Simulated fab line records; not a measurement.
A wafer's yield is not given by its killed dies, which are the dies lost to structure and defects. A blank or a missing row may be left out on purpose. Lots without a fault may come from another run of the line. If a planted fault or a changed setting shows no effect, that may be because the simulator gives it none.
What tool caused it? / flow gf180mcu / 13 lots, 39 wafers sampled, at 5 steps of a route of 602

== WHAT THE GAUGES SHOWED, per wafer ==
GF_STI_THK_MEAS_24.
lot=L218; measured=day 2 02:59; on=film_metro-01; STI_CVD_23_THK (nm)=667 662 658
lot=L219; measured=day 2 08:19; on=film_metro-01; STI_CVD_23_THK (nm)=658 641 652
lot=L221; measured=day 2 20:32; on=film_metro-01; STI_CVD_23_THK (nm)=656 660 664
lot=L222; measured=day 3 02:29; on=film_metro-03; STI_CVD_23_THK (nm)=641 660 659
lot=L223; measured=day 3 06:03; on=film_metro-03; STI_CVD_23_THK (nm)=664 655 672
lot=L224; measured=day 3 11:17; on=film_metro-02; STI_CVD_23_THK (nm)=652 659 666
lot=L225; measured=day 3 16:33; on=film_metro-03; STI_CVD_23_THK (nm)=657 657 665
lot=L228; measured=day 4 07:39; on=film_metro-01; STI_CVD_23_THK (nm)=638 654 651
lot=L229; measured=day 4 12:26; on=film_metro-03; STI_CVD_23_THK (nm)=664 657 658
lot=L232; measured=day 5 03:17; on=film_metro-01; STI_CVD_23_THK (nm)=640 651 662
lot=L234; measured=day 5 15:10; on=film_metro-01; STI_CVD_23_THK (nm)=649 647 646
lot=L237; measured=day 6 04:49; on=film_metro-01; STI_CVD_23_THK (nm)=660 667 652
lot=L240; measured=day 6 21:08; on=film_metro-02; STI_CVD_23_THK (nm)=644 659 645

GF_VT_IMPLANT_TW_MEAS_32.
lot=L218; measured=day 6 20:58; on=film_metro-04; VT_IMPLANT_3_TW=272.3 273.1 271.1
lot=L219; measured=day 7 03:13; on=film_metro-02; VT_IMPLANT_3_TW=272.7 273.9 272.1
lot=L221; measured=day 7 21:44; on=film_metro-02; VT_IMPLANT_3_TW=271.6 272.2 272.5
lot=L222; measured=day 8 02:08; on=film_metro-04; VT_IMPLANT_3_TW=273.5 271.8 270.2
lot=L223; measured=day 8 08:05; on=film_metro-04; VT_IMPLANT_3_TW=269.9 271.0 270.4
lot=L224; measured=day 8 17:04; on=film_metro-04; VT_IMPLANT_3_TW=271.6 271.1 270.6
lot=L225; measured=day 8 20:48; on=film_metro-02; VT_IMPLANT_3_TW=274.2 272.9 274.1
lot=L228; measured=day 9 17:50; on=film_metro-04; VT_IMPLANT_3_TW=273.8 271.6 273.0
lot=L229; measured=day 9 22:14; on=film_metro-04; VT_IMPLANT_3_TW=271.6 271.7 271.7
lot=L232; measured=day 10 17:22; on=film_metro-04; VT_IMPLANT_3_TW=271.6 271.6 272.6
lot=L234; measured=day 11 08:38; on=film_metro-01; VT_IMPLANT_3_TW=270.8 270.2 270.4
lot=L237; measured=day 12 02:06; on=film_metro-02; VT_IMPLANT_3_TW=273.6 274.4 275.3
lot=L240; measured=day 13 01:24; on=film_metro-02; VT_IMPLANT_3_TW=273.5 272.2 272.7

GF_VT_IMPLANT_RS_MEAS_47: measures by four-point-probe.
lot=L218; measured=day 7 13:02; on=film_metro-03; NWELL_RS (ohm/sq)=488.0 486.8 487.6
lot=L219; measured=day 7 19:10; on=film_metro-04; NWELL_RS (ohm/sq)=487.0 488.6 487.0
lot=L221; measured=day 8 15:02; on=film_metro-03; NWELL_RS (ohm/sq)=487.5 486.6 488.5
lot=L222; measured=day 8 18:40; on=film_metro-03; NWELL_RS (ohm/sq)=487.5 487.2 486.7
lot=L223; measured=day 9 01:34; on=film_metro-02; NWELL_RS (ohm/sq)=487.0 488.2 488.4
lot=L224; measured=day 9 10:41; on=film_metro-04; NWELL_RS (ohm/sq)=488.4 487.0 489.1
lot=L225; measured=day 9 14:20; on=film_metro-02; NWELL_RS (ohm/sq)=487.0 487.0 488.3
lot=L228; measured=day 10 11:40; on=film_metro-04; NWELL_RS (ohm/sq)=485.7 484.3 487.9
lot=L229; measured=day 10 17:02; on=film_metro-03; NWELL_RS (ohm/sq)=487.4 487.8 488.6
lot=L232; measured=day 11 12:14; on=film_metro-03; NWELL_RS (ohm/sq)=487.2 486.2 486.4
lot=L234; measured=day 12 03:51; on=film_metro-04; NWELL_RS (ohm/sq)=483.5 483.4 483.9
lot=L237; measured=day 12 22:47; on=film_metro-03; NWELL_RS (ohm/sq)=484.6 486.0 486.5
lot=L240; measured=day 13 22:43; on=film_metro-02; NWELL_RS (ohm/sq)=489.5 488.2 487.6

== EACH LOT AND THE TOOL THAT RAN IT (in order: tool; ch and the chambers of the sampled wafers; start) ==
lot=L218; GF_NWELL_IMPLANT_08=implanter-01 ch 0, day 3 06:11; GF_MVSD_STRIP_10=plasma_asher-02 ch 1, day 4 09:46
lot=L219; GF_NWELL_IMPLANT_08=implanter-04 ch 0, day 3 12:29; GF_MVSD_STRIP_10=plasma_asher-03 ch 0,1, day 4 16:55
lot=L221; GF_NWELL_IMPLANT_08=implanter-01 ch 0, day 4 03:25; GF_MVSD_STRIP_10=plasma_asher-03 ch 0,1, day 5 08:43
lot=L222; GF_NWELL_IMPLANT_08=implanter-01 ch 0, day 4 07:29; GF_MVSD_STRIP_10=plasma_asher-04 ch 0, day 5 12:31
lot=L223; GF_NWELL_IMPLANT_08=implanter-04 ch 0, day 4 11:07; GF_MVSD_STRIP_10=plasma_asher-03 ch 0,1, day 5 15:59
lot=L224; GF_NWELL_IMPLANT_08=implanter-04 ch 0, day 4 19:02; GF_MVSD_STRIP_10=plasma_asher-02 ch 0,1, day 6 00:56
lot=L225; GF_NWELL_IMPLANT_08=implanter-04 ch 0, day 4 23:29; GF_MVSD_STRIP_10=plasma_asher-03 ch 0,1, day 6 04:47
lot=L228; GF_NWELL_IMPLANT_08=implanter-04 ch 0, day 5 14:46; GF_MVSD_STRIP_10=plasma_asher-02 ch 0,1, day 6 21:56
lot=L229; GF_NWELL_IMPLANT_08=implanter-04 ch 0, day 5 20:07; GF_MVSD_STRIP_10=plasma_asher-03 ch 0,1, day 7 02:46
lot=L232; GF_NWELL_IMPLANT_08=implanter-04 ch 0, day 6 12:02; GF_MVSD_STRIP_10=plasma_asher-03 ch 0,1, day 7 19:50
lot=L234; GF_NWELL_IMPLANT_08=implanter-04 ch 0, day 7 00:17; GF_MVSD_STRIP_10=plasma_asher-02 ch 0, day 8 09:32
lot=L237; GF_NWELL_IMPLANT_08=implanter-04 ch 0, day 7 15:13; GF_MVSD_STRIP_10=plasma_asher-04 ch 0,1, day 9 00:29
lot=L240; GF_NWELL_IMPLANT_08=implanter-03 ch 0, day 8 08:22; GF_MVSD_STRIP_10=plasma_asher-02 ch 1, day 9 19:52
- GF_NWELL_IMPLANT_08
- GF_MVSD_STRIP_10: strips in O2/N2.

== WHAT THE TOOLS THEMSELVES READ (means of the sampled wafers that have a number; where no wafer has one, the mark that the record gives instead) ==
GF_NWELL_IMPLANT_08.
lot=L218 tool=implanter-01 beam_energy_keV=450.00
lot=L219 tool=implanter-04 beam_energy_keV=450.04
lot=L221 tool=implanter-01 beam_energy_keV=450.07
lot=L222 tool=implanter-01 beam_energy_keV=449.79
lot=L223 tool=implanter-04 beam_energy_keV=450.03
lot=L224 tool=implanter-04 beam_energy_keV=449.83
lot=L225 tool=implanter-04 beam_energy_keV=450.08
lot=L228 tool=implanter-04 beam_energy_keV=449.95
lot=L229 tool=implanter-04 beam_energy_keV=449.95
lot=L232 tool=implanter-04 beam_energy_keV=449.82
lot=L234 tool=implanter-04 beam_energy_keV=467.60
lot=L237 tool=implanter-04 beam_energy_keV=467.56
lot=L240 tool=implanter-03 beam_energy_keV=449.99

GF_MVSD_STRIP_10.
lot=L218; tool=plasma_asher-02; drypump_motor_current_A (A)=5.9; heater_power_w (W)=334; oes_product_au (a.u.)=0.726; strip_time_to_endpoint_s (s)=37.04
lot=L219; tool=plasma_asher-03; drypump_motor_current_A (A)=5.9; heater_power_w (W)=279; oes_product_au (a.u.)=0.728; strip_time_to_endpoint_s (s)=37.12
lot=L221; tool=plasma_asher-03; drypump_motor_current_A (A)=5.9; heater_power_w (W)=281; oes_product_au (a.u.)=0.726; strip_time_to_endpoint_s (s)=36.88
lot=L222; tool=plasma_asher-04; drypump_motor_current_A (A)=5.1; heater_power_w (W)=311; oes_product_au (a.u.)=0.728; strip_time_to_endpoint_s (s)=37.00
lot=L223; tool=plasma_asher-03; drypump_motor_current_A (A)=5.9; heater_power_w (W)=283; oes_product_au (a.u.)=0.726; strip_time_to_endpoint_s (s)=36.97
lot=L224; tool=plasma_asher-02; drypump_motor_current_A (A)=6.1; heater_power_w (W)=350; oes_product_au (a.u.)=0.726; strip_time_to_endpoint_s (s)=36.97
lot=L225; tool=plasma_asher-03; drypump_motor_current_A (A)=5.9; heater_power_w (W)=279; oes_product_au (a.u.)=0.724; strip_time_to_endpoint_s (s)=36.95
lot=L228; tool=plasma_asher-02; drypump_motor_current_A (A)=6.1; heater_power_w (W)=353; oes_product_au (a.u.)=0.722; strip_time_to_endpoint_s (s)=36.95
lot=L229; tool=plasma_asher-03; drypump_motor_current_A (A)=5.9; heater_power_w (W)=305; oes_product_au (a.u.)=0.723; strip_time_to_endpoint_s (s)=36.94
lot=L232; tool=plasma_asher-03; drypump_motor_current_A (A)=5.9; heater_power_w (W)=303; oes_product_au (a.u.)=0.723; strip_time_to_endpoint_s (s)=36.85
lot=L234; tool=plasma_asher-02; drypump_motor_current_A (A)=6.2; heater_power_w (W)=379; oes_product_au (a.u.)=0.724; strip_time_to_endpoint_s (s)=36.90
lot=L237; tool=plasma_asher-04; drypump_motor_current_A (A)=5.6; heater_power_w (W)=322; oes_product_au (a.u.)=0.724; strip_time_to_endpoint_s (s)=36.88
lot=L240; tool=plasma_asher-02; drypump_motor_current_A (A)=6.0; heater_power_w (W)=336; oes_product_au (a.u.)=0.721; strip_time_to_endpoint_s (s)=37.10

== THE ANSWER, worked out from the rows above alone ==
Rule: the lots themselves supply what counts as usual. The widest of any qualifying gaps counts: lots, ordered by their means at a reading, are off when they make up no more than a third of the lots, leave a main group of 4 or more, and stand apart from it by 3 or more times the standard deviation of that group's means. If all means in a main group match to the digits the tables above print for the reading, that group is not used. A lot without any number at a reading at which 4 lots or more have one is off too. All remaining lots with rows at the step are treated as sound. Order of review: gauges by route order, followed by the tools' own readings, for which a lot's mean as printed above is used. The first step at which some lot is off is used, and at that step the reading that is off furthest; a lot without a number counts as furthest.
Off: L234, L237 (GF_NWELL_IMPLANT_08, beam_energy_keV). The main group: mean 449.96, standard deviation 0.098.
A tool fits if, at that step or a process step before it, it ran every lot that is off, and no sound lot after the first of them. One candidate fits, namely implanter-04 at GF_NWELL_IMPLANT_08. A fault onset in the window from L232 (day 6 12:02, its last sound lot) to L234 (day 7 00:17, its first lot off) fits.
The tool's own readings at GF_NWELL_IMPLANT_08 bear it out: on the lots that are off they differ by more than 5 times the standard deviation of the sound lots' means. beam_energy_keV reads 467.58 there against 449.96 on the sound lots.

== WHAT THE SIMULATOR HAD INSERTED ==
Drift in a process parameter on implanter-04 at GF_NWELL_IMPLANT_08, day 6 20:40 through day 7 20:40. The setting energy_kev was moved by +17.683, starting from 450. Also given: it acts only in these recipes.
Struck lots among those shown: L234, L237. Same finding as the rule above.
